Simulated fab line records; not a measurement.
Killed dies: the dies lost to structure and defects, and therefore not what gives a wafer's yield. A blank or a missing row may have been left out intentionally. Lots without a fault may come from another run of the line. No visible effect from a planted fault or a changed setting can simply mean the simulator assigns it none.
2 desks, one fault	flow gf180mcu	what lay behind the numbers comes last; until then each desk has only its own

## FOR THE TOOL OWNER'S DESK: cvd_w-01
The tool's own readings at GF_CONTACT_CVD_24 (deposits W, target thk 300 nm, time 90.339 s): means of the sampled wafers that have a number, for each lot that ran on this tool. The brackets show how far a lot's mean lies from the usual mean; more than 4 standard deviations puts the lot out of limits, marked OUT.
Columns: A = chamber_pressure_Torr at GF_CONTACT_CVD_24, usual 39.99 Torr; B = heater_power_w at GF_CONTACT_CVD_24, usual 742 W
lot	first seen here	A	B
L891	day 16 09:10	39.92	747
L892	day 16 17:42	39.97	697
L895	day 17 18:46	39.94	705
L902	day 20 22:05	39.89	695
L904	day 21 06:35	40.05	688
L911	day 23 14:09	36.65 (-43) OUT	701
L912	day 23 20:57	29.96 (-99 or more) OUT	813
This desk finds L911, L912 out of limits, L911 being first, at day 23 14:09 (chamber_pressure_Torr at GF_CONTACT_CVD_24). L891, L892, L895, L902, L904 stayed within limits.

## FROM THE METROLOGY DESK
What the gauges read for every lot (on any tool): the sampled wafers with a number, averaged. The brackets show how far a lot's mean lies from the usual mean; more than 4 standard deviations puts the lot out of limits, marked OUT.
Columns: A = SALICIDE_TIN_RS at GF_SALICIDE_RS_MEAS_04, usual 16.43 ohm/sq; B = CONTACT_W_RS at GF_CONTACT_RS_MEAS_25, usual 0.376 ohm/sq; C = CONTACT_W_THK at GF_CONTACT_THK_MEAS_26, usual 314 nm
lot	first seen here	A	B	C
L891	day 15 08:45	16.67	0.378	313
L892	day 15 17:40	16.59	0.372	315
L893	day 16 03:40	16.34	0.385	309
L895	day 16 17:35	16.80	0.374	314
L896	day 17 07:29	16.49	0.382	310
L897	day 17 16:11	16.45	0.381	310
L900	day 19 06:44	16.25	0.379	312
L902	day 19 19:10	16.59	0.370	321
L904	day 20 04:58	16.56	0.366	323
L911	day 22 13:49	16.74	0.391	303
L912	day 22 20:23	16.50	0.445 (+8.3) OUT	265 (-6.8) OUT
This desk's finding: out of limits on L912; first on L912, day 23 21:04 (CONTACT_W_RS at GF_CONTACT_RS_MEAS_25). L891, L892, L893, L895, L896, L897, L900, L902, L904, L911 stayed within limits.

## PUT TOGETHER
An alarm could have come from the tool owner's desk at day 23 14:09, on L911, L912.
On L912, the metrology desk was in a position to raise an alarm at day 23 21:04.
The metrology desk holds a record of L911, inside its limits.
Of the lots named, all ran GF_CONTACT_CVD_24 on cvd_w-01.

## WHAT HAD BEEN PUT IN BY THE SIMULATOR
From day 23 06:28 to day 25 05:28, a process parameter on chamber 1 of cvd_w-01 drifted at GF_CONTACT_CVD_24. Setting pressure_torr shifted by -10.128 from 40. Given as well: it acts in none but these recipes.
Struck lots among those shown: L911, L912.
Counting hours from when the fault started, the first reading out of limits came at 8 for the tool owner's desk and at 15 for the metrology desk.
